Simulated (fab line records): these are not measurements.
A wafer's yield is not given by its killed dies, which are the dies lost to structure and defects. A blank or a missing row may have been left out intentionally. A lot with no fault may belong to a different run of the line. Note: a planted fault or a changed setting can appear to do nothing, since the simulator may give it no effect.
Code-filled problem report in 8D (eight disciplines) form	flow sky130	the parts of the form that need people (team, actions taken, sign-off) are left out

== 1. THE ISSUE ==
Mean LDD_HVN_TW at SKY_LDD_HVN_TW_MEAS_10: 1514 over 6 wafers in 2 lots; fault-free wafers: 1439, standard deviation 8.4. That is +9.0 standard deviations from the usual mean.
The first sign was on wafer L441.2 at day 24 11:22, on film metro-02. The record holds 42 wafers of 14 lots with a number at this step. Rule for "out" (also "out of limits"): further than 4 standard deviations from the usual mean. The other wafers with a number count as sound.

== 2. WHAT IT IS AND WHAT IT IS NOT ==
question	is	is not
which readings at this step	LDD_HVN_TW	-
which lots	L441, L442	L430, L432, L433, L434, L436, L437, L439, L440, L449, L451, L452, L453
which wafers of those lots	all that have a number	-
read on which gauges	film metro-02, film metro-04	film metro-03
when	from day 24 11:22	up to then (24 sound wafers); but 12 sound wafers of L449, L451, L452, L453 came after

== 3. SUSPECTS, AND WHAT RULES EACH OUT ==
Counting: a tool stays on the suspect list if, at a process step up to the reading, it processed all lots that are out and no sound lot following the first of them.
- the gauge at SKY_LDD_HVN_TW_MEAS_10 is ruled out. The wafers that are out were read on 2 gauges (film metro-02, film metro-04).
- implanter-04 at SKY_LDD_HVN_IMPLANT_08: ruled out as a lasting fault. Following L441 (day 24 11:08), the first lot on it that is out, the sound lots L449, L451, L453 were run on it.
Left after counting: nothing in the record.

== 4. THE CAUSE (what the simulator had put in) ==
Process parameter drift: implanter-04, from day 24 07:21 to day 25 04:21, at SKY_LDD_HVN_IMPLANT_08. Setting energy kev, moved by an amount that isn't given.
The count ruled it out by mistake, since the rule takes a fault to strike every lot its tool runs from the start of the fault on, and this one did not do so.

== 5. THE CHAIN OF EFFECTS, in route order ==
One row per reading whose mean, taken over the struck wafers that have a number, lies over 3 standard deviations from the usual. Only readings whose record carries a usual standard deviation are examined. hours: median over the lots of the time between each lot's start at the first step of this table that gives one and its start at this step. sigmas: the change, counted in usual standard deviations.
hours	step	reading	usual	on struck wafers	change	sigmas
0	SKY_LDD_HVN_IMPLANT_08	beam energy keV	60.002	72.749	+12.747	+99 or more
0	SKY_LDD_HVN_TW_MEAS_10	LDD_HVN_TW	1439	1514	+76	+9.0
The process steps in it:
- SKY_LDD_HVN_IMPLANT_08

== 6. HOW IT WOULD HAVE BEEN CAUGHT EARLIER ==
In this record the first reading out of limits at a measuring or inspecting step was taken at day 24 11:22, 4 hours after the fault began at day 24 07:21.
At SKY_LDD_HVN_IMPLANT_08, the tool's own readings (beam energy keV) were out on each struck wafer the step has a row for, so an alarm limit on them would have fired on the first such wafer.
